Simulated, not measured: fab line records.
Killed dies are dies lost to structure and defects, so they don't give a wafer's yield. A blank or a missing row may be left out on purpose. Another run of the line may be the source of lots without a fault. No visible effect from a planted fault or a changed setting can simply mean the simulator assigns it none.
What tool caused it?	flow sky130	Sampling: 15 lots, 45 wafers, 5 of 708 route steps

== WHAT THE GAUGES SHOWED, per wafer ==
SKY_DNWELL_TW_MEAS_09.
lot	measured	on	DNWELL_TW
L510	day 3 06:29	film_metro-01	1107 1106 1109
L511	day 3 13:13	film_metro-01	1114 1114 1113
L512	day 3 16:48	film_metro-01	1108 1103 1109
L513	day 3 20:30	film_metro-01	1110 1109 1104
L517	day 4 18:44	film_metro-01	30 30 30
L518	day 5 00:55	film_metro-04	30 30 30
L519	day 5 06:32	film_metro-03	30 30 30
L522	day 5 22:11	film_metro-01	1103 1096 1108
L526	day 6 20:36	film_metro-01	1108 1106 1107
L527	day 7 15:56	film_metro-04	1118 1113 1110
L528	day 7 23:51	film_metro-03	1107 1107 1108
L529	day 7 23:50	film_metro-01	1121 1122 1122
L530	day 8 03:00	film_metro-01	1122 1126 1126
L531	day 8 02:40	film_metro-03	1114 1118 1114
L533	day 8 14:16	film_metro-04	1115 1109 1119

SKY_NWELL_OVL_MEAS_23.
lot	measured	on	NWELL_01_OVL (nm)
L510	day 5 09:34	overlay-01	2.5 2.8 2.2
L511	day 5 17:29	overlay-02	0.0 -1.9 0.5
L512	day 5 21:14	overlay-02	-0.7 -1.6 -1.1
L513	day 6 00:49	overlay-01	-1.7 -0.1 -1.3
L517	day 7 02:07	overlay-01	1.5 0.4 2.0
L518	day 7 08:15	overlay-01	0.0 1.3 1.6
L519	day 7 14:23	overlay-02	1.2 -0.9 0.5
L522	day 8 07:05	overlay-01	0.4 1.8 -1.0
L526	day 9 09:14	overlay-01	0.9 0.4 -0.8
L527	day 10 08:29	overlay-01	1.1 1.0 1.4
L528	day 10 16:26	overlay-02	1.0 1.1 0.6
L529	day 10 15:44	overlay-02	1.2 0.1 0.2
L530	day 10 21:13	overlay-01	-2.5 -1.7 0.8
L531	day 10 20:17	overlay-01	1.4 2.0 0.2
L533	day 11 09:11	overlay-02	0.4 0.6 0.5

SKY_VT_ADJUST_PCH_OVL_MEAS_07.
lot	measured	on	VT_ADJUST_PCH_OVL (nm)
L510	day 10 10:31	overlay-01	0.3 2.8 1.8
L511	day 10 19:20	overlay-02	-2.9 0.2 -0.1
L512	day 10 23:50	overlay-02	-1.0 -1.1 -1.8
L513	day 11 06:12	overlay-01	-1.8 -1.4 -1.7
L517	day 12 13:07	overlay-02	-1.8 -1.8 -0.7
L518	day 13 00:39	overlay-01	-0.6 -1.0 0.4
L519	day 13 05:35	overlay-02	-1.1 -2.7 -1.1
L522	day 14 03:29	overlay-02	0.1 1.3 2.0
L526	day 15 13:05	overlay-02	-1.4 -3.1 -0.6
L527	day 16 20:28	overlay-01	0.6 1.8 2.3
L528	day 17 04:53	overlay-02	-0.2 0.6 -0.5
L529	day 17 04:11	overlay-01	0.5 -0.7 -0.3
L530	day 17 10:04	overlay-01	0.2 0.7 0.5
L531	day 17 09:27	overlay-02	0.0 0.6 0.1
L533	day 18 05:25	overlay-01	0.0 3.1 2.1

== WHICH TOOL RAN EACH LOT (tool, then ch and the chambers of the sampled wafers, then the start) ==
lot	SKY_FIELD_ISO_ETCH_14	SKY_DNWELL_DEVELOP_06
L510	rie_diel-04 ch 0,2, day 2 07:25	litho_track-04 ch 0, day 3 06:00
L511	rie_diel-04 ch 0,3, day 2 11:19	litho_track-03 ch 0, day 3 12:00
L512	rie_diel-01 ch 0,2,3, day 2 16:07	litho_track-02 ch 0, day 3 16:00
L513	rie_diel-02 ch 0,2,3, day 2 19:53	litho_track-02 ch 0, day 3 20:00
L517	rie_diel-02 ch 0,1,2, day 3 19:23	litho_track-02, day 4 18:00
L518	rie_diel-01 ch 0,1,2, day 3 22:32	litho_track-04, day 5 00:00
L519	rie_diel-04 ch 0,1,2, day 4 05:16	litho_track-04, day 5 06:00
L522	rie_diel-02 ch 0,1,3, day 4 18:04	litho_track-02 ch 0, day 5 21:00
L526	rie_diel-02 ch 1,2,3, day 5 16:19	litho_track-02 ch 0, day 6 20:00
L527	rie_diel-01 ch 2,3, day 5 22:50	litho_track-02 ch 0, day 7 15:00
L528	rie_diel-02 ch 0,3, day 6 05:22	litho_track-04 ch 0, day 7 23:00
L529	rie_diel-04 ch 1,3, day 6 09:28	litho_track-02 ch 0, day 7 23:00
L530	rie_diel-04 ch 1,3, day 6 14:14	litho_track-04 ch 0, day 8 02:00
L531	rie_diel-01 ch 0,1,3, day 6 17:41	litho_track-04 ch 0, day 8 02:00
L533	rie_diel-01 ch 1,2, day 7 08:43	litho_track-04 ch 0, day 8 13:00
- SKY_FIELD_ISO_ETCH_14: etches BARC in N2/H2, stops on SiO2, time 45.9 s, target depth 60 nm.
- SKY_DNWELL_DEVELOP_06: develop time 60 s.

== WHAT THE TOOLS THEMSELVES READ (means of the sampled wafers that have a number; where no wafer has one, the mark that the record gives instead) ==
SKY_FIELD_ISO_ETCH_14.
lot	tool	drypump_motor_current_A (A)	oes_product_au (a.u.)	throttle_valve_pct (%)
L510	rie_diel-04	5.7	0.856	13.222
L511	rie_diel-04	6.0	0.857	13.221
L512	rie_diel-01	5.6	0.856	13.222
L513	rie_diel-02	5.9	0.853	13.230
L517	rie_diel-02	5.8	0.861	13.226
L518	rie_diel-01	5.9	0.858	13.216
L519	rie_diel-04	5.7	0.853	13.221
L522	rie_diel-02	5.9	0.850	13.219
L526	rie_diel-02	5.9	0.861	13.227
L527	rie_diel-01	5.1	0.858	13.224
L528	rie_diel-02	6.1	0.856	13.225
L529	rie_diel-04	5.5	0.856	13.218
L530	rie_diel-04	5.4	0.857	13.221
L531	rie_diel-01	5.8	0.850	13.224
L533	rie_diel-01	5.5	0.852	13.222

SKY_DNWELL_DEVELOP_06.
lot	tool	chill_plate_temp_C (C)
L510	litho_track-04	22.98
L511	litho_track-03	22.91
L512	litho_track-02	23.05
L513	litho_track-02	22.96
L517	litho_track-02	-
L518	litho_track-04	-
L519	litho_track-04	-
L522	litho_track-02	22.87
L526	litho_track-02	23.06
L527	litho_track-02	22.94
L528	litho_track-04	23.07
L529	litho_track-02	23.01
L530	litho_track-04	22.95
L531	litho_track-04	22.95
L533	litho_track-04	23.11

== THE ANSWER, worked out from the rows above alone ==
Rule: the usual values come from the lots themselves. The widest of any qualifying gaps counts: lots, ordered by their means at a reading, are off when they make up no more than a third of the lots, leave a main group of 4 or more, and stand apart from it by 3 or more times the standard deviation of that group's means. If all means in a main group match to the digits the tables above print for the reading, that group is not used. Also off: a lot with no number at a reading for which 4 or more lots have one. All remaining lots with rows at the step are treated as sound. The gauges are gone through in route order, then the tools' own readings, and for those a lot's mean is taken as printed above. At the first step where some lot is off, the reading lying furthest off is the one used; lots without a number count as furthest.
Off: at SKY_DNWELL_TW_MEAS_09 (DNWELL_TW), L517, L518, L519. The main group: mean 1112, standard deviation 6.4.
A tool fits if, at a process step before that reading, it ran every lot that is off, and no sound lot after the first of them. The gauges at SKY_DNWELL_TW_MEAS_09 aren't tried: what is off there is off at SKY_DNWELL_DEVELOP_06 too, on other tools, and a gauge's error can't cause that. Of those tried, none fits.

== WHAT WAS PUT IN BY THE SIMULATOR ==
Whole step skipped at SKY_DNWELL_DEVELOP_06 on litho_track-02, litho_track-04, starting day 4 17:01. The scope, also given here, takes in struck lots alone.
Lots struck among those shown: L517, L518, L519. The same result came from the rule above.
